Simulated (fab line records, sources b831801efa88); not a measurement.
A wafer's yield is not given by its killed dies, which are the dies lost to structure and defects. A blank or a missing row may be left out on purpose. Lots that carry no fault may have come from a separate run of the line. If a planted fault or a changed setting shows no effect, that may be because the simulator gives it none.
Struck lot and sound lot, side by side || flow gf180mcu || 17 out of 602 route steps
Sound: the wafers L821.1, L821.3, L821.6. Struck: wafer L826.2 (left out: L826.1, L826.3 of the same lot, which were not struck); the cause appears at the end.
Order at every step that has rows: each side's tool, ch and its chambers, its first start. Under that, the readings that differ: sound wafers || struck wafers || difference of the means || sigmas: that difference in standard deviations of wafers without a fault.
alike: same words and numbers on both sides, and readings whose means sit less than 2 such deviations apart. not compared: any withheld reading, any reading some wafer has no value for, any bound like >300 that may hide the same value, and any number with overlapping values for which the record gives no deviation.
Wherever a step has rows on one side only, a row that says differs or no value, or a row with sigmas, the two part there. Non-overlapping numbers with no deviation appear without sigmas and do not part them. A reading that every wafer of one side lacks parts them only if that side has two wafers or more.

first, 2 steps without rows for these wafers: GF_CONTACT_PEB_12 (peb time 90 s); GF_CONTACT_DEVELOP_13 (develop time 60 s).
GF_CONTACT_CD_MEAS_14 targets a cd of 220 nm.
  sound: cdSem-01 at day 21 00:25; struck: cdSem-01 at day 22 13:08
  alike: cdNm
GF_CONTACT_OVL_MEAS_15:
  sound: overlay-01 at day 21 00:32; struck: overlay-01 at day 22 13:15
  alike: CONTACT_OVL
GF_CONTACT_ETCH_16: etches BARC in N2/H2.
  sound on rieDiel-02 ch 1,3, day 21 00:34; struck on rieDiel-01 ch 0, day 22 13:17
  alike: drypumpMotorCurrentA, oesProductAu, throttleValvePct
GF_CONTACT_ETCH_17: etches SiO2 in C4F8/O2/Ar, stops on CoSi2, target depth 860 nm.
  sound: rieDiel-02 ch 1,3; struck: rieDiel-01 ch 0
  alike: oesProductAu
GF_CONTACT_STRIP_18: strips in O2/N2.
  sound on plasmaAsher-03 ch 0,1, day 21 00:49; struck on plasmaAsher-01 ch 0, day 22 13:26
  alike: drypumpMotorCurrentA, heaterPowerW, oesProductAu
  not compared: rfHoursCounterH
then, 4 steps without rows for these wafers: GF_CONTACT_CLEAN_19 (cleans in SPM); GF_CONTACT_CLEAN_20 (cleans in DIW); GF_CONTACT_CLEAN_21 (cleans in dHF, time 20 s); GF_CONTACT_SPUTTER_22 (material Ti, target thk 15 nm, time 80.02 s).
GF_CONTACT_SPUTTER_23: material TiN, target thk 10 nm, time 40 s.
  sound: pvdSputter-03 at day 21 01:10; struck: pvdSputter-03 at day 22 13:49
  alike: throttleValvePct
GF_CONTACT_CVD_24: deposits W, target thk 300 nm, time 90.339 s.
  sound on cvdW-02 ch 0,1, day 21 01:13; struck on cvdW-02 ch 0, day 22 13:50
{"reading": "susceptorTempC (C)", "sound": "400.15 400.13 399.84", "struck": 391.85, "difference": -8.19, "sigmas": -37}
{"reading": "model.W_of_CONTACT_CVD_24.thkNm (nm)", "sound": "304.2 307.3 303", "struck": 259.5, "difference": -45.3, "sigmas": ""}
  alike: heaterPowerW
GF_CONTACT_RS_MEAS_25: measurement is done with a four-point probe.
  sound: filmMetro-01 at day 21 01:19; struck: filmMetro-03 at day 22 13:56
{"reading": "CONTACT_W_RS (ohm/sq)", "sound": "0.377 0.372 0.378", "struck": 0.442, "difference": "+0.066", "sigmas": "+16"}
GF_CONTACT_THK_MEAS_26: measures by xrf.
  sound: filmMetro-01 at day 21 01:26; struck: filmMetro-03 at day 22 14:04
{"reading": "CONTACT_W_THK (nm)", "sound": "311 315 309", "struck": 269, "difference": -43, "sigmas": -8}
GF_CONTACT_CMP_27: polishes, stops on SiO2, t overpolish 15 s, target thk 0 nm.
  sound on cmp-02 ch 0,1,3, day 21 01:32; struck on cmp-02 ch 2, day 22 14:23
  alike: headPressurePsi, motorCurrentA, timeToEndpointS
-- the record jumps here: 11 days lie between the struck wafers' starts before and after (it left off in module CONTACT and takes up again in module PASSIVATION, whose first step shown is number 602 of the route) --
GF_PASSIVATION_PROBE_99:
  the record has rows for the struck wafers here (prober-02, day 33 20:16) and none for the sound ones

WHERE THEY PART
Last at GF_PASSIVATION_PROBE_99 as far as this record goes, first at GF_CONTACT_CVD_24.

WHY: what had been put in by the simulator
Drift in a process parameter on cvdW-02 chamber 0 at GF_CONTACT_CVD_24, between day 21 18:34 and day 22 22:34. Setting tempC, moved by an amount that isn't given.
